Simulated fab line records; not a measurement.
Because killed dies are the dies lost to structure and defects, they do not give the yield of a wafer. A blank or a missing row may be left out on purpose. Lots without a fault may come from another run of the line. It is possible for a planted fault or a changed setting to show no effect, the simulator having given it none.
The tool behind it: which one? / flow sky130 / 12 lots with 36 wafers sampled at 4 steps, on a route of 708 steps

## WHAT EACH GAUGE READ, for each wafer
SKY_METAL2_RS_MEAS_05: measurement is done with a four-point probe.
lot=L075; measured=day 34 11:55; on=film metro-04; METAL2_ALCU_RS (ohm/sq)=0.1279 0.1285 0.1283
lot=L077; measured=day 35 05:09; on=film metro-04; METAL2_ALCU_RS (ohm/sq)=0.1256 0.1280 0.1263
lot=L079; measured=day 35 21:01; on=film metro-04; METAL2_ALCU_RS (ohm/sq)=0.1280 0.1245 0.1243
lot=L081; measured=day 36 07:34; on=film metro-04; METAL2_ALCU_RS (ohm/sq)=0.1303 0.1254 0.1276
lot=L083; measured=day 37 00:03; on=film metro-02; METAL2_ALCU_RS (ohm/sq)=0.1306 0.1274 0.1285
lot=L085; measured=day 37 11:15; on=film metro-02; METAL2_ALCU_RS (ohm/sq)=0.1260 0.1249 0.1245
lot=L087; measured=day 39 12:16; on=film metro-02; METAL2_ALCU_RS (ohm/sq)=0.1234 0.1266 0.1259
lot=L089; measured=day 39 10:15; on=film metro-03; METAL2_ALCU_RS (ohm/sq)=0.1267 0.1261 0.1264
lot=L091; measured=day 39 13:32; on=film metro-03; METAL2_ALCU_RS (ohm/sq)=0.1293 0.1289 0.1281
lot=L093; measured=day 39 20:15; on=film metro-03; METAL2_ALCU_RS (ohm/sq)=0.1262 0.1236 0.1263
lot=L095; measured=day 40 15:53; on=film metro-02; METAL2_ALCU_RS (ohm/sq)=0.1261 0.1275 0.1276
lot=L097; measured=day 41 06:56; on=film metro-02; METAL2_ALCU_RS (ohm/sq)=0.1257 0.1253 0.1253

## EACH LOT AND THE TOOL THAT RAN IT (in order: tool; ch and the chambers of the sampled wafers; start)
lot=L075; SKY_FIELD_ISO_ETCH_14=rie diel-01 ch 0,3, day 2 13:05; SKY_CONTACT_ETCH_18=rie diel-03 ch 0,1, day 34 11:50 or earlier; SKY_METAL2_SPUTTER_02=pvd sputter-03, day 34 11:50
lot=L077; SKY_FIELD_ISO_ETCH_14=rie diel-01 ch 0,2,3, day 2 23:02; SKY_CONTACT_ETCH_18=rie diel-02 ch 0,1,3, day 35 05:04 or earlier; SKY_METAL2_SPUTTER_02=pvd sputter-01, day 35 05:04
lot=L079; SKY_FIELD_ISO_ETCH_14=rie diel-03 ch 0,2,3, day 3 07:48; SKY_CONTACT_ETCH_18=rie diel-03 ch 0,1,2, day 35 20:55 or earlier; SKY_METAL2_SPUTTER_02=pvd sputter-03, day 35 20:55
lot=L081; SKY_FIELD_ISO_ETCH_14=rie diel-02 ch 0,1,3, day 3 17:32; SKY_CONTACT_ETCH_18=rie diel-03 ch 1,2, day 36 07:27 or earlier; SKY_METAL2_SPUTTER_02=pvd sputter-04, day 36 07:27
lot=L083; SKY_FIELD_ISO_ETCH_14=rie diel-02 ch 2,3, day 4 04:49; SKY_CONTACT_ETCH_18=rie diel-02 ch 1,2,3, day 36 23:56 or earlier; SKY_METAL2_SPUTTER_02=pvd sputter-04, day 36 23:56
lot=L085; SKY_FIELD_ISO_ETCH_14=rie diel-02 ch 0,1,3, day 4 13:41; SKY_CONTACT_ETCH_18=rie diel-02 ch 1,2, day 37 11:08 or earlier; SKY_METAL2_SPUTTER_02=pvd sputter-01, day 37 11:08
lot=L087; SKY_FIELD_ISO_ETCH_14=rie diel-01 ch 0,2,3, day 5 01:29; SKY_CONTACT_ETCH_18=rie diel-02 ch 2,3, day 39 12:11 or earlier; SKY_METAL2_SPUTTER_02=pvd sputter-03, day 39 12:11
lot=L089; SKY_FIELD_ISO_ETCH_14=rie diel-01 ch 0,1, day 5 11:04; SKY_CONTACT_ETCH_18=rie diel-02 ch 0,3, day 39 10:08 or earlier; SKY_METAL2_SPUTTER_02=pvd sputter-01, day 39 10:08
lot=L091; SKY_FIELD_ISO_ETCH_14=rie diel-02 ch 1,2,3, day 5 21:35; SKY_CONTACT_ETCH_18=rie diel-04 ch 0,1,3, day 39 13:26 or earlier; SKY_METAL2_SPUTTER_02=pvd sputter-04, day 39 13:26
lot=L093; SKY_FIELD_ISO_ETCH_14=rie diel-02 ch 2,3, day 6 08:56; SKY_CONTACT_ETCH_18=rie diel-04 ch 0,1,3, day 39 20:10 or earlier; SKY_METAL2_SPUTTER_02=pvd sputter-03, day 39 20:10
lot=L095; SKY_FIELD_ISO_ETCH_14=rie diel-02 ch 0,3, day 6 20:02; SKY_CONTACT_ETCH_18=rie diel-03 ch 0,3, day 40 15:46 or earlier; SKY_METAL2_SPUTTER_02=pvd sputter-01, day 40 15:46
lot=L097; SKY_FIELD_ISO_ETCH_14=rie diel-02 ch 0,1,3, day 7 07:20; SKY_CONTACT_ETCH_18=rie diel-03 ch 1,2,3, day 41 06:50 or earlier; SKY_METAL2_SPUTTER_02=pvd sputter-01, day 41 06:50
- SKY_FIELD_ISO_ETCH_14: etches BARC in N2/H2, stops on SiO2, time 45.9 s, target depth 60 nm.
- SKY_CONTACT_ETCH_18: etches Si3N4 in CHF3/O2, stops on TiN, time 39 s, target depth 75 nm.
- SKY_METAL2_SPUTTER_02: material AlCu, target thk 250 nm, time 13.3 s.

## THE ANSWER, worked out from the rows above alone
Rule: the lots themselves supply what counts as usual. The widest of any qualifying gaps counts: lots, ordered by their means at a reading, are off when they make up no more than a third of the lots, leave a main group of 4 or more, and stand apart from it by 3 or more times the standard deviation of that group's means. A main group is skipped when, at the precision printed for the reading in the tables above, its means are all equal. Also off: a lot with no number at a reading for which 4 or more lots have one. All remaining lots with rows at the step are treated as sound.
No lot is off at any reading shown: from this, nothing can be told.

## WHAT THE SIMULATOR PUT IN
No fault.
